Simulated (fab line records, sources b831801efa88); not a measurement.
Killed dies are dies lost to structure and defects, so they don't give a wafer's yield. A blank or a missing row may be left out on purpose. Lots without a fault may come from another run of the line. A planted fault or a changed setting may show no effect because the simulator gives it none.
Which tool did it? | flow sky130 | 12 lots, 36 wafers sampled, at 5 steps of a route of 708

WHAT THE GAUGES READ, wafer by wafer
SKY_VT_ADJUST_NCORE_TW_MEAS_11.
lot  | measured     | on            | VT_ADJUST_NCORE_TW
L143 | day 8 12:17  | film_metro-04 | 221.0 220.7 221.2
L144 | day 8 20:29  | film_metro-04 | 219.8 220.3 220.6
L146 | day 9 11:28  | film_metro-04 | 222.0 222.7 222.5
L147 | day 9 14:18  | film_metro-02 | 216.6 218.1 216.2
L148 | day 9 18:24  | film_metro-03 | 220.4 219.5 219.2
L149 | day 10 04:23 | film_metro-02 | 216.5 215.2 215.7
L151 | day 10 15:37 | film_metro-03 | 222.9 223.2 223.6
L153 | day 11 08:14 | film_metro-04 | 226.5 226.2 224.5
L162 | day 13 23:24 | film_metro-02 | 215.6 214.8 216.1
L163 | day 14 04:41 | film_metro-03 | 221.9 222.2 221.3
L164 | day 15 00:37 | film_metro-03 | 219.0 218.8 219.1
L166 | day 15 12:16 | film_metro-04 | 222.0 221.1 222.9

SKY_VT_ADJUST_HVTR_CD_MEAS_07: target cd 380 nm.
lot  | measured     | on        | cd_nm (nm)
L143 | day 9 07:50  | cd_sem-01 | 380 378 378
L144 | day 9 17:01  | cd_sem-01 | 384 384 382
L146 | day 10 09:37 | cd_sem-01 | 376 376 379
L147 | day 10 12:18 | cd_sem-01 | 376 377 378
L148 | day 10 16:26 | cd_sem-01 | 384 383 384
L149 | day 11 01:55 | cd_sem-01 | 376 376 377
L151 | day 11 14:14 | cd_sem-02 | 380 382 380
L153 | day 12 07:52 | cd_sem-02 | 384 383 385
L162 | day 15 01:39 | cd_sem-02 | 382 381 384
L163 | day 15 07:05 | cd_sem-01 | 382 387 385
L164 | day 16 04:20 | cd_sem-01 | 387 383 386
L166 | day 16 15:53 | cd_sem-02 | 383 381 385

WHICH TOOL RAN EACH LOT (tool, then ch and the chambers of the sampled wafers, then the start)
lot  | SKY_NWELL_STRIP_25                   | SKY_NWELL_RTA_28                 | SKY_VT_ADJUST_NCORE_IMPLANT_09
L143 | plasma_asher-04 ch 0,1, day 5 07:27  | rtp_anneal-01 ch 0, day 5 07:40  | implanter-04 ch 0, day 8 12:02
L144 | plasma_asher-04 ch 0,1, day 5 15:32  | rtp_anneal-02 ch 0, day 5 15:46  | implanter-02 ch 0, day 8 20:15
L146 | plasma_asher-02 ch 0,1, day 6 04:18  | rtp_anneal-02 ch 0, day 6 04:31  | implanter-02 ch 0, day 9 11:13
L147 | plasma_asher-04 ch 0,1, day 6 06:53  | rtp_anneal-01 ch 0, day 6 07:07  | implanter-02 ch 0, day 9 14:04
L148 | plasma_asher-01 ch 0,1, day 6 10:00  | rtp_anneal-02 ch 0, day 6 10:14  | implanter-01 ch 0, day 9 18:10
L149 | plasma_asher-02 ch 0,1, day 6 18:37  | rtp_anneal-01 ch 0, day 6 18:51  | implanter-01 ch 0, day 10 04:09
L151 | plasma_asher-04 ch 0,1, day 7 06:40  | rtp_anneal-02 ch 0, day 7 06:53  | implanter-01 ch 0, day 10 15:20
L153 | plasma_asher-02 ch 0,1, day 7 20:01  | rtp_anneal-02 ch 0, day 7 20:14  | implanter-01 ch 0, day 11 07:59
L162 | plasma_asher-02 ch 0,1, day 9 22:17  | rtp_anneal-02 ch 0, day 9 22:31  | implanter-04 ch 0, day 13 23:10
L163 | plasma_asher-04 ch 0,1, day 10 05:55 | rtp_anneal-02 ch 0, day 10 06:08 | implanter-04 ch 0, day 14 04:27
L164 | plasma_asher-04 ch 0,1, day 10 19:59 | rtp_anneal-02 ch 0, day 10 20:11 | implanter-04 ch 0, day 15 00:22
L166 | plasma_asher-02 ch 0,1, day 11 06:50 | rtp_anneal-01 ch 0, day 11 07:02 | implanter-01 ch 0, day 15 12:01
- SKY_NWELL_STRIP_25: strips in O2/N2.
- SKY_NWELL_RTA_28: time 30 s.
- SKY_VT_ADJUST_NCORE_IMPLANT_09

WHAT THE TOOLS THEMSELVES READ (means of the sampled wafers that have a number; where no wafer has one, the mark that the record gives instead)
SKY_NWELL_STRIP_25.
lot  | tool            | drypump_motor_current_A (A) | oes_product_au (a.u.) | strip_time_to_endpoint_s (s)
L143 | plasma_asher-04 | 5.2                         | 0.720                 | 37.00
L144 | plasma_asher-04 | 5.2                         | 0.717                 | 36.99
L146 | plasma_asher-02 | 5.6                         | 0.719                 | 36.86
L147 | plasma_asher-04 | 5.1                         | 0.724                 | 36.88
L148 | plasma_asher-01 | 5.6                         | 0.725                 | 36.89
L149 | plasma_asher-02 | 5.6                         | 0.719                 | 36.95
L151 | plasma_asher-04 | 5.1                         | 0.724                 | 37.07
L153 | plasma_asher-02 | 5.6                         | 0.719                 | 36.96
L162 | plasma_asher-02 | 5.6                         | 0.719                 | 36.85
L163 | plasma_asher-04 | 5.2                         | 0.727                 | 36.85
L164 | plasma_asher-04 | 5.2                         | 0.720                 | 37.05
L166 | plasma_asher-02 | 5.7                         | 0.722                 | 37.04

SKY_NWELL_RTA_28.
lot  | tool          | lamp_power_pct (%) | ramp_down_c_per_s | wafer_temp_C_max
L143 | rtp_anneal-01 | 25.26              | 89.998            | 1054.3
L144 | rtp_anneal-02 | 25.30              | 90.023            | 1054.3
L146 | rtp_anneal-02 | 25.31              | 89.999            | 1054.6
L147 | rtp_anneal-01 | 25.29              | 90.002            | 1054.9
L148 | rtp_anneal-02 | 25.33              | 90.017            | 1054.9
L149 | rtp_anneal-01 | 25.30              | 90.007            | 1055.2
L151 | rtp_anneal-02 | 25.32              | 90.011            | 1054.4
L153 | rtp_anneal-02 | 25.33              | 89.990            | 1055.4
L162 | rtp_anneal-02 | 25.27              | 89.999            | 1054.8
L163 | rtp_anneal-02 | 25.31              | 90.009            | 1054.6
L164 | rtp_anneal-02 | 25.34              | 89.993            | 1054.1
L166 | rtp_anneal-01 | 25.33              | 90.009            | 1054.8

SKY_VT_ADJUST_NCORE_IMPLANT_09.
lot  | tool         | dose_ions_cm2 | faraday_current_uA
L143 | implanter-04 | 2.3990e+12    | 13.75
L144 | implanter-02 | 2.3992e+12    | 13.50
L146 | implanter-02 | 2.4010e+12    | 13.23
L147 | implanter-02 | 2.4012e+12    | 13.30
L148 | implanter-01 | 2.4012e+12    | 13.54
L149 | implanter-01 | 2.4030e+12    | 13.28
L151 | implanter-01 | 2.5917e+12    | 14.71
L153 | implanter-01 | 2.5923e+12    | 14.60
L162 | implanter-04 | 2.4003e+12    | 13.66
L163 | implanter-04 | 2.3988e+12    | 13.46
L164 | implanter-04 | 2.3962e+12    | 13.27
L166 | implanter-01 | 2.3991e+12    | 13.38

THE ANSWER, worked out from the rows above alone
Rule: what is usual is taken from the lots themselves. Put in order of their means at a reading, lots are off if they are a third of the lots or fewer, leave a main group of 4 or more, and stand apart from it by a gap of 3 or more times the standard deviation of the main group's means; of several such gaps the widest counts. A main group whose means are all the same, to the digits that the tables above print for the reading, isn't used. A lot without any number at a reading at which 4 lots or more have one is off too. The other lots that the step has rows for count as sound. The gauges are gone through in route order, then the tools' own readings, and for those a lot's mean is taken as printed above. The first step at which some lot is off is used, and at that step the reading that is off furthest; a lot without a number counts as furthest.
Off: L151, L153, at SKY_VT_ADJUST_NCORE_IMPLANT_09 (dose_ions_cm2). The main group: mean 2.3999e+12, standard deviation 1.8e+09.
A tool fits if, at that step or a process step before it, it ran every lot that is off, and no sound lot after the first of them. None of those tried fits.

WHAT THE SIMULATOR HAD PUT IN
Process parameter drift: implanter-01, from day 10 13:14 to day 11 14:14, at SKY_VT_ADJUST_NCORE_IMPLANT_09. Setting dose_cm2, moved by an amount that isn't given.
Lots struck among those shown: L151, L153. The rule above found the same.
